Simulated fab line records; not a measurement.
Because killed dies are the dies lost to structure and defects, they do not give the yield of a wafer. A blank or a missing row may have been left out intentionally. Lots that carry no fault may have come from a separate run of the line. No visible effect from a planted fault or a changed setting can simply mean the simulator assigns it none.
A lot that was struck, set against a sound lot :: flow sky130 :: 18 out of 708 route steps
Sound: the wafers L857.1, L857.3, L857.6. Struck: wafer L868.6 (L868.2, L868.3, from the same lot, were not struck and are left out); the cause is given at the end.
Each step with rows lists, per side, the tool, then ch with its chambers, then its first start. Under that, the readings that differ: sound wafers :: struck wafers :: difference of the means :: sigmas: that difference in standard deviations of wafers without a fault.
alike: readings with means less than 2 such deviations apart, plus words and numbers identical on both sides. not compared: withheld readings, readings lacking a value on some wafer, bounds such as >300 that could conceal the same value, and numbers that have no deviation in the record and whose values overlap.
A row with sigmas, a row that says differs or no value, or rows on one side alone: a step with any of these is where the two part. When numbers do not overlap yet have no deviation, they are printed without sigmas and do not part them. A reading missing from all wafers of one side parts the sides only when that side holds two or more wafers.

first, 3 steps without rows for these wafers: SKY_VIA2_EXPOSE_09 (exposes mask VIM2, target cd 200 nm); SKY_VIA2_PEB_10; SKY_VIA2_DEVELOP_11 (develop time 60 s).
SKY_VIA2_CD_MEAS_12 targets a cd of 200 nm.
  sound on cd-sem-02 at day 37 07:50; struck on cd-sem-02 at day 40 12:29
  alike: cd-nm
SKY_VIA2_OVL_MEAS_13:
  sound on overlay-02 at day 37 07:58; struck on overlay-01 at day 40 12:35
  alike: VIA2_OVL
SKY_VIA2_ETCH_14: etches BARC in N2/H2, stops on SiO2, time 45.9 s, target depth 60 nm.
  sound on rie-diel-04 ch 0,2,3, day 37 07:59; struck on rie-diel-04 ch 0, day 40 12:37
  alike: drypump-motor-current-A, oes-product-au, throttle-valve-pct
  not compared: rf-hours-counter-h
SKY_VIA2_ETCH_15: etches SiO2 in C4F8/O2/Ar, stops on TiN, target depth 546 nm, time 84 s.
  sound on rie-diel-04 ch 0,2,3, day 37 08:02; struck on rie-diel-04 ch 0, day 40 12:40
  alike: oes-product-au
  not compared: rf-hours-counter-h
SKY_VIA2_STRIP_16: strips in O2/N2.
  sound on plasma-asher-02 ch 0,1, day 37 08:06; struck on plasma-asher-04 ch 0, day 40 12:44
  alike: drypump-motor-current-A, oes-product-au, strip-time-to-endpoint-s
  not compared: rf-hours-counter-h
then, 3 steps without rows for these wafers: SKY_VIA2_STRIP_17 (strips in post etch residue remover, time 1200 s); SKY_VIA2_CLEAN_18 (cleans in IPA, time 180 s); SKY_VIA2_CLEAN_19 (cleans in O3/DIW).
SKY_VIA2_SPUTTER_20: material TiN, target thk 20 nm, time 80 s.
  sound on pvd-sputter-02 at day 37 08:41; struck on pvd-sputter-04 at day 40 13:19
  alike: throttle-valve-pct
SKY_VIA2_CVD_21: deposits W, target thk 420 nm, time 126.4 s.
  sound on cvd-w-02 ch 0, day 37 08:45; struck on cvd-w-01 ch 0, day 40 13:23
reading: susceptor-temp-C (C)
sound: 400.04 400.18 400.14
struck: 407.90
difference: +7.78
sigmas: +41

reading: model.W_of_VIA2_CVD_21.thk-nm (nm)
sound: 419.4 418 419.6
struck: 489.6
difference: +70.6
sigmas: 
  alike: heater-power-outer-w, heater-power-w
SKY_VIA2_RS_MEAS_22: measurement is done with a four-point probe.
  sound on film-metro-03 at day 37 08:53; struck on film-metro-03 at day 40 13:32
reading: VIA2_W_RS (ohm/sq)
sound: 0.2727 0.2740 0.2725
struck: 0.2331
difference: -0.0400
sigmas: -17
SKY_VIA2_THK_MEAS_23: measures by xrf.
  sound on film-metro-03 at day 37 09:00; struck on film-metro-03 at day 40 13:38
reading: VIA2_W_THK (nm)
sound: 408 407 411
struck: 475
difference: +66
sigmas: +8
SKY_VIA2_CMP_24: polishes, stops on SiO2, t overpolish 20 s, target thk 0 nm.
  sound on cmp-02 ch 0,1, day 37 09:04; struck on cmp-01 ch 1, day 40 13:41
reading: time-to-endpoint-s (s)
sound: 98 102 97
struck: 109
difference: +10
sigmas: +2
  alike: motor-current-A
SKY_METAL3_SPUTTER_00: material Ti, target thk 15 nm, time 10 s.
  sound on pvd-sputter-01 at day 37 09:22; struck on pvd-sputter-02 at day 40 13:59
  alike: throttle-valve-pct
-- the record jumps here: 9 days lie between the struck wafers' starts before and after (it left off in module METAL3 and takes up again in module PAD_OPEN, whose first step shown is number 708 of the route) --
SKY_PAD_OPEN_PROBE_99:
  sound on prober-02 at day 46 14:26; struck on prober-01 at day 49 02:26
reading: killed_at_M0_to_M3
sound: 38 44 60
struck: 32
difference: -15
sigmas: -2
  alike: defect-limited-yield, killed_at_M4_up, killed-at-contacts, killed-at-front-end, killed-dies, killed-open, killed-short, sort_bin_3_pad_short, sort_bin_5_function, sort_bin_6_memory, sort-n-pass, sort-yield-pct

## WHERE THEY PART
At SKY_VIA2_CVD_21 first; at SKY_PAD_OPEN_PROBE_99 last (within this record only).

WHY: what had been put in by the simulator
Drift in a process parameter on cvd-w-01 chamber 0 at SKY_VIA2_CVD_21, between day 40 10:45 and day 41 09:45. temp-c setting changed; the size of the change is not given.
